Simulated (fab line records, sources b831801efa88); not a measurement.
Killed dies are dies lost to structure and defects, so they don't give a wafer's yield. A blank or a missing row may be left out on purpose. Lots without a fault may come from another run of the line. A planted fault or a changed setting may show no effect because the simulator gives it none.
Problem report in the 8D (eight disciplines) form, filled by code | flow sky130 | the parts of the form that need people (team, actions taken, sign-off) are left out

1. THE PROBLEM
spin_speed_rpm at SKY_METAL3_COAT_08 reads a mean of 3209.8 rpm on 6 wafers of 2 lots; wafers without a fault read 3000.2 rpm with a standard deviation of 2.1. That is +99 or more standard deviations from the usual mean.
The step: resist thk 1140 nm.
First seen on wafer L668.1, day 41 06:00, on litho_track-04. The record holds 33 wafers of 11 lots with a number at this step. Rule for "out", or "out of limits": more than 4 standard deviations from the usual mean. The other wafers with a number count as sound.

2. WHAT IT IS AND WHAT IT IS NOT
question                    | is                     | is not
which readings at this step | spin_speed_rpm         | exhaust_pa
which lots                  | L668, L674             | L661, L663, L664, L670, L678, L679, L680, L681, L682
which wafers of those lots  | all that have a number | -
read on which tools         | litho_track-04         | litho_track-02, litho_track-03
when                        | from day 41 06:00      | up to then (9 sound wafers); but 18 sound wafers of L670, L678, L679, L680, L681, L682 came after

3. SUSPECTS, AND WHAT RULES EACH OUT
Counting: a tool at a process step up to the reading stays a suspect if it ran every lot that is out and no sound lot after the first of them.
- cvd_w-02 at SKY_VIA2_CVD_21 (deposits W, target thk 420 nm, time 126.4 s): ruled out as a lasting fault. Sound lots L670, L678, L682 ran on it after its first lot that is out, L668 (day 39 15:45).
- pvd_sputter-01 at SKY_METAL3_SPUTTER_03 (material Ti, target thk 5 nm, time 3.3 s): ruled out as a lasting fault. Sound lots L670 ran on it after its first lot that is out, L668 (day 39 16:34).
- litho_track-04 at SKY_METAL3_COAT_08 (resist thk 1140 nm): ruled out as a lasting fault. Sound lots L682 ran on it after its first lot that is out, L668 (day 41 06:00).
Left after counting: nothing in the record.

4. THE CAUSE (what the simulator had put in)
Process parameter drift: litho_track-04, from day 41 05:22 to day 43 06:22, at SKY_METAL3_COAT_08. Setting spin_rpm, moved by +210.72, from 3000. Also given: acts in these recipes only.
Counting ruled it out, wrongly.

5. THE CHAIN OF EFFECTS, in route order
Each row: a reading whose mean over the struck wafers that have a number lies more than 3 standard deviations from the usual. Only readings for which the record gives a usual standard deviation are gone through. hours: the time from each lot's start at the first step in this table that gives one to its start at this step, as a median over the lots. sigmas: the change in usual standard deviations.
hours | step                | reading                  | usual      | on struck wafers | change | sigmas
0     | SKY_METAL3_COAT_08  | spin_speed_rpm           | 3000.2 rpm | 3209.8           | +209.6 | +99 or more
14    | SKY_METAL3_STRIP_19 | oes_product_au           | 0.500 a.u. | 0.483            | -0.017 | -3.4
14    | SKY_METAL3_STRIP_19 | strip_time_to_endpoint_s | 6.48 s     | 6.09             | -0.39  | -5.1
The process steps in it:
- SKY_METAL3_COAT_08: resist thk 1140 nm.
- SKY_METAL3_STRIP_19: strips in O2/N2.

6. WHAT WOULD HAVE CAUGHT IT SOONER
In this record the first reading out of limits was taken at day 41 06:00, 1 hour after the fault began at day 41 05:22.
